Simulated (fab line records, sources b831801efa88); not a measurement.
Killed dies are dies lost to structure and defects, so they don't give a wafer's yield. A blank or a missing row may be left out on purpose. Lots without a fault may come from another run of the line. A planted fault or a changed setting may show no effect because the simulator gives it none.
Which tool did it? | flow sfq_line | 14 lots, 42 wafers sampled, at 3 steps of a route of 325

WHAT THE GAUGES READ, wafer by wafer
The record holds no reading of a measuring or inspecting step that can be judged against a usual standard deviation.

WHICH TOOL RAN EACH LOT (tool, then ch and the chambers of the sampled wafers, then the start)
lot  | SFQ_TRILAYER_C5_BARC_OPEN_VIA_ETCH_210 | SFQ_TRILAYER_C5_ETCH_VIA_ETCH_154  | SFQ_TRILAYER_M6_LITHO_EXPOSE_160
L608 | rie_diel-02 ch 1,3, day 67 10:37       | rie_diel-02 ch 1,3, day 67 10:40   | krf_scanner-02 ch 0, day 72 04:16
L610 | rie_diel-04 ch 1,2,3, day 67 14:13     | rie_diel-04 ch 1,2,3, day 67 14:16 | krf_scanner-02 ch 0, no start
L613 | rie_diel-01 ch 0,1,3, day 68 08:13     | rie_diel-01 ch 0,1,3, day 68 08:16 | krf_scanner-02 ch 0, day 72 23:40
L616 | rie_diel-04 ch 0,2,3, day 69 02:16     | rie_diel-04 ch 0,2,3, day 69 02:19 | krf_scanner-01 ch 0, day 73 13:47
L620 | rie_diel-01 ch 0,1,3, day 71 07:45     | rie_diel-01 ch 0,1,3, day 71 07:47 | krf_scanner-01, day 75 20:26
L621 | rie_diel-02 ch 0,1,2, day 71 12:33     | rie_diel-02 ch 0,1,2, day 71 12:35 | krf_scanner-02, day 76 00:58
L624 | rie_diel-02 ch 0,3, day 71 22:24       | rie_diel-02 ch 0,3, day 71 22:26   | krf_scanner-02 ch 0, day 76 12:10
L625 | rie_diel-02 ch 0,3, day 72 03:12       | rie_diel-02 ch 0,3, day 72 03:14   | krf_scanner-02 ch 0, day 76 16:34
L626 | rie_diel-01 ch 1,2, day 72 11:36       | rie_diel-01 ch 1,2, day 72 11:38   | krf_scanner-02 ch 0, day 76 22:34
L627 | rie_diel-01 ch 1,3, day 72 23:36       | rie_diel-01 ch 1,3, day 72 23:38   | krf_scanner-02 ch 0, day 77 11:58
L628 | rie_diel-04 ch 2,3, day 73 06:55       | rie_diel-04 ch 2,3, day 73 06:58   | krf_scanner-02 ch 0, day 77 19:10
L629 | rie_diel-04 ch 0,1,2, day 73 12:55     | rie_diel-04 ch 0,1,2, day 73 12:58 | krf_scanner-01 ch 0, day 78 01:41
L630 | rie_diel-01 ch 0,1,2, day 73 16:31     | rie_diel-01 ch 0,1,2, day 73 16:34 | krf_scanner-01 ch 0, day 78 03:53
L631 | rie_diel-02 ch 1,3, day 73 20:23       | rie_diel-02 ch 1,3, day 73 20:25   | krf_scanner-01 ch 0, day 78 07:41
- SFQ_TRILAYER_C5_BARC_OPEN_VIA_ETCH_210: etches BARC in O2, target depth 125 nm, time 41.7 s.
- SFQ_TRILAYER_C5_ETCH_VIA_ETCH_154: etches SiO2 in CHF3, stops on Nb, target depth 84 nm.
- SFQ_TRILAYER_M6_LITHO_EXPOSE_160: exposes mask M6, target cd 500 nm.

WHAT THE TOOLS THEMSELVES READ (means of the sampled wafers that have a number; where no wafer has one, the mark that the record gives instead)
SFQ_TRILAYER_C5_BARC_OPEN_VIA_ETCH_210. Usual: bias_w 80.01 W, standard deviation 0.23; chamber_pressure_mTorr 29.995 mTorr, standard deviation 0.026; drypump_motor_current_A 5.9 A, standard deviation 0.6; oes_product_au 0.685 a.u., standard deviation 0.0047.
lot  | tool        | bias_w (W) | chamber_pressure_mTorr (mTorr) | drypump_motor_current_A (A) | oes_product_au (a.u.) | flag
L608 | rie_diel-02 | 80.03      | 30.009                         | 6.0                         | 0.690                 |
L610 | rie_diel-04 | 79.89      | 29.981                         | 5.8                         | 0.686                 |
L613 | rie_diel-01 | 80.05      | 29.998                         | 6.0                         | 0.683                 |
L616 | rie_diel-04 | 79.90      | 29.990                         | 6.1                         | 0.682                 |
L620 | rie_diel-01 | -          | -                              | -                           | -                     | OFF
L621 | rie_diel-02 | -          | -                              | -                           | -                     | OFF
L624 | rie_diel-02 | 79.96      | 30.009                         | 6.1                         | 0.680                 |
L625 | rie_diel-02 | 79.66      | 29.994                         | 6.1                         | 0.684                 |
L626 | rie_diel-01 | 79.92      | 29.993                         | 6.1                         | 0.686                 |
L627 | rie_diel-01 | 80.09      | 30.004                         | 6.1                         | 0.681                 |
L628 | rie_diel-04 | 80.10      | 29.996                         | 6.4                         | 0.680                 |
L629 | rie_diel-04 | 79.94      | 30.014                         | 5.7                         | 0.682                 |
L630 | rie_diel-01 | 80.00      | 29.977                         | 6.1                         | 0.687                 |
L631 | rie_diel-02 | 80.23      | 29.985                         | 6.1                         | 0.685                 |

SFQ_TRILAYER_C5_ETCH_VIA_ETCH_154. Usual: bias_w 80.05 W, standard deviation 0.24; chamber_pressure_mTorr 29.997 mTorr, standard deviation 0.027; drypump_motor_current_A 5.9 A, standard deviation 0.6; oes_product_au 0.895 a.u., standard deviation 0.007.
lot  | tool        | bias_w (W) | chamber_pressure_mTorr (mTorr) | drypump_motor_current_A (A) | oes_product_au (a.u.) | flag
L608 | rie_diel-02 | 79.85      | 29.969                         | 6.1                         | 0.890                 |
L610 | rie_diel-04 | 80.24      | 29.995                         | 5.8                         | 0.898                 |
L613 | rie_diel-01 | 79.88      | 30.001                         | 6.0                         | 0.898                 |
L616 | rie_diel-04 | 80.09      | 29.991                         | 6.1                         | 0.889                 |
L620 | rie_diel-01 | 79.97      | 30.000                         | 6.1                         | 0.373                 | OFF
L621 | rie_diel-02 | 79.85      | 30.027                         | 5.6                         | 0.377                 | OFF
L624 | rie_diel-02 | 80.15      | 30.024                         | 6.1                         | 0.898                 |
L625 | rie_diel-02 | 79.92      | 30.001                         | 6.1                         | 0.894                 |
L626 | rie_diel-01 | 80.00      | 30.004                         | 6.1                         | 0.894                 |
L627 | rie_diel-01 | 79.92      | 29.974                         | 6.1                         | 0.895                 |
L628 | rie_diel-04 | 80.04      | 29.983                         | 6.4                         | 0.897                 |
L629 | rie_diel-04 | 80.13      | 30.014                         | 5.6                         | 0.899                 |
L630 | rie_diel-01 | 80.22      | 30.000                         | 6.2                         | 0.898                 |
L631 | rie_diel-02 | 80.24      | 29.981                         | 6.1                         | 0.889                 |

SFQ_TRILAYER_M6_LITHO_EXPOSE_160. Usual: exposure_dose_mJ_cm2 14.401, standard deviation 0.014; focus_offset_nm 0.0 nm, standard deviation 0.5; stage_vel_mm_s 499.94 mm/s, standard deviation 0.26.
lot  | tool           | exposure_dose_mJ_cm2 | focus_offset_nm (nm) | stage_vel_mm_s (mm/s) | flag
L608 | krf_scanner-02 | 14.395               | -0.5                 | 499.82                |
L610 | krf_scanner-02 | 14.415               | 0.1                  | 499.85                |
L613 | krf_scanner-02 | 14.407               | 0.9                  | 499.63                |
L616 | krf_scanner-01 | 14.391               | 0.0                  | 500.24                |
L620 | krf_scanner-01 | -                    | -                    | -                     | OFF
L621 | krf_scanner-02 | -                    | -                    | -                     | OFF
L624 | krf_scanner-02 | 14.397               | 0.1                  | 500.10                |
L625 | krf_scanner-02 | 14.406               | -0.2                 | 500.12                |
L626 | krf_scanner-02 | 14.395               | -0.4                 | 499.77                |
L627 | krf_scanner-02 | 14.395               | -0.5                 | 499.75                |
L628 | krf_scanner-02 | 14.393               | -0.1                 | 500.31                |
L629 | krf_scanner-01 | 14.395               | -0.0                 | 499.99                |
L630 | krf_scanner-01 | 14.413               | -0.1                 | 499.98                |
L631 | krf_scanner-01 | 14.413               | -0.0                 | 500.20                |

THE ANSWER, worked out from the rows above alone
Rule: a lot is off if the mean of its wafers that have a number lies more than 3 standard deviations from the usual mean. A lot without any number at a reading at which 4 lots or more have one is off too. The other lots that the step has rows for count as sound. The gauges are gone through in route order, then the tools' own readings, and for those a lot's mean is taken as printed above. The first step at which some lot is off is used, and at that step the reading that is off furthest; a lot without a number counts as furthest.
Off: L620, L621, at SFQ_TRILAYER_C5_BARC_OPEN_VIA_ETCH_210 (bias_w). Without a number there: L620, L621.
A tool fits if, at that step or a process step before it, it ran every lot that is off, and no sound lot after the first of them. None of those tried fits.

WHAT THE SIMULATOR HAD PUT IN
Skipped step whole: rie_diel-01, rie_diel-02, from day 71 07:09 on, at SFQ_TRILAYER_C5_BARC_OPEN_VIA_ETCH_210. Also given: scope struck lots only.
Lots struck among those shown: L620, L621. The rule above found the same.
